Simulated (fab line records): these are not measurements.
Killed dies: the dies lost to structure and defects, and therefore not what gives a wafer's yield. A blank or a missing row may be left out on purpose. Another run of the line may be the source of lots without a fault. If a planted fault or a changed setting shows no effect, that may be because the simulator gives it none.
Which tool is to blame? -- flow sky130 -- Sampling: 14 lots, 42 wafers, 3 of 708 route steps

## WHAT EACH GAUGE READ, for each wafer
SKY_METAL3_OVL_MEAS_14.
lot,measured,on,METAL3_OVL (nm)
L900,day 40 00:50,overlay-01,4 6 4
L901,day 40 07:13,overlay-01,3 -2 1
L902,day 40 11:25,overlay-02,0 -4 3
L906,day 40 23:20,overlay-02,-2 -4 -1
L907,day 41 08:05,overlay-01,-7 1 -3
L908,day 41 16:50,overlay-02,-1 -1 -13
L909,day 41 23:13,overlay-01,-3 -18 -15
L913,day 42 19:37,overlay-01,- - -
L914,day 43 03:28,overlay-01,- - -
L915,day 43 16:28,overlay-01,-4 0 -9
L919,day 44 16:20,overlay-01,6 5 11
L920,day 44 20:38,overlay-02,-4 4 -3
L921,day 45 00:01,overlay-02,-3 -7 6
L922,day 45 07:17,overlay-02,0 -4 2

## EACH LOT AND THE TOOL THAT RAN IT (in order: tool; ch and the chambers of the sampled wafers; start)
lot,SKY_METAL3_SPUTTER_04,SKY_METAL3_DEVELOP_12
L900,"pvdSputter-01, day 37 22:49","lithoTrack-03 ch 0, day 40 00:00"
L901,"pvdSputter-02, day 38 05:29","lithoTrack-01 ch 0, day 40 06:00"
L902,"pvdSputter-04, day 38 09:04","lithoTrack-03 ch 0, day 40 11:00"
L906,"pvdSputter-01, day 38 21:37","lithoTrack-03 ch 0, day 40 23:00"
L907,"pvdSputter-04, day 39 06:43","lithoTrack-01 ch 0, day 41 07:00"
L908,"pvdSputter-04, day 39 15:28","lithoTrack-03 ch 0, day 41 16:00"
L909,"pvdSputter-01, day 39 21:34","lithoTrack-03 ch 0, day 41 22:00"
L913,"pvdSputter-04, day 40 18:52","lithoTrack-03, day 42 19:00"
L914,"pvdSputter-04, day 41 04:01","lithoTrack-04, day 43 03:00"
L915,"pvdSputter-01, day 41 17:43","lithoTrack-01 ch 0, day 43 16:00"
L919,"pvdSputter-02, day 42 18:41","lithoTrack-01 ch 0, day 44 16:00"
L920,"pvdSputter-04, day 43 00:14","lithoTrack-03 ch 0, day 44 20:00"
L921,"pvdSputter-01, day 43 02:13","lithoTrack-04 ch 0, day 44 23:00"
L922,"pvdSputter-02, day 43 10:35","lithoTrack-01 ch 0, day 45 07:00"
- SKY_METAL3_SPUTTER_04: material TiN, target thk 70 nm, time 58.3 s.
- SKY_METAL3_DEVELOP_12: develop time 60 s.

## AS READ BY THE TOOLS THEMSELVES (means over the sampled wafers that have a number; for cases with no such wafer, the mark the record gives instead)
SKY_METAL3_SPUTTER_04.
lot,tool,throttleValvePct (%)
L900,pvdSputter-01,30.3
L901,pvdSputter-02,29.9
L902,pvdSputter-04,30.4
L906,pvdSputter-01,30.8
L907,pvdSputter-04,28.5
L908,pvdSputter-04,30.1
L909,pvdSputter-01,31.1
L913,pvdSputter-04,29.5
L914,pvdSputter-04,30.3
L915,pvdSputter-01,30.3
L919,pvdSputter-02,30.0
L920,pvdSputter-04,30.5
L921,pvdSputter-01,30.3
L922,pvdSputter-02,30.4

SKY_METAL3_DEVELOP_12.
lot,tool,chillPlateTempC (C)
L900,lithoTrack-03,23.05
L901,lithoTrack-01,23.00
L902,lithoTrack-03,23.02
L906,lithoTrack-03,22.89
L907,lithoTrack-01,23.03
L908,lithoTrack-03,22.97
L909,lithoTrack-03,22.95
L913,lithoTrack-03,-
L914,lithoTrack-04,-
L915,lithoTrack-01,22.94
L919,lithoTrack-01,22.89
L920,lithoTrack-03,22.95
L921,lithoTrack-04,23.09
L922,lithoTrack-01,22.89

## THE ANSWER, worked out from the rows above alone
Rule: usual is defined by the lots themselves. Put in order of their means at a reading, lots are off if they are a third of the lots or fewer, leave a main group of 4 or more, and stand apart from it by a gap of 3 or more times the standard deviation of the main group's means; of several such gaps the widest counts. Not used: any main group whose means are identical at the precision the tables above print for the reading. Also off: a lot with no number at a reading for which 4 or more lots have one. All remaining lots with rows at the step are treated as sound. First the gauges in route order, then the tools' own readings, where a lot's mean is used as printed above. The first step at which some lot is off is used, and at that step the reading that is off furthest; a lot without a number counts as furthest.
Off: L913, L914, seen at SKY_METAL3_OVL_MEAS_14 (METAL3_OVL). Without a number there: L913, L914. Mean -1 nm and standard deviation 4.6 in the main group.
A tool fits if, at a process step before that reading, it ran every lot that is off, and no sound lot after the first of them. Not tried: the gauges at SKY_METAL3_OVL_MEAS_14; whatever is off there is also off at SKY_METAL3_DEVELOP_12, on other tools, and gauge error can't account for it. Of those tried, none fits.

## WHAT THE SIMULATOR HAD PUT IN
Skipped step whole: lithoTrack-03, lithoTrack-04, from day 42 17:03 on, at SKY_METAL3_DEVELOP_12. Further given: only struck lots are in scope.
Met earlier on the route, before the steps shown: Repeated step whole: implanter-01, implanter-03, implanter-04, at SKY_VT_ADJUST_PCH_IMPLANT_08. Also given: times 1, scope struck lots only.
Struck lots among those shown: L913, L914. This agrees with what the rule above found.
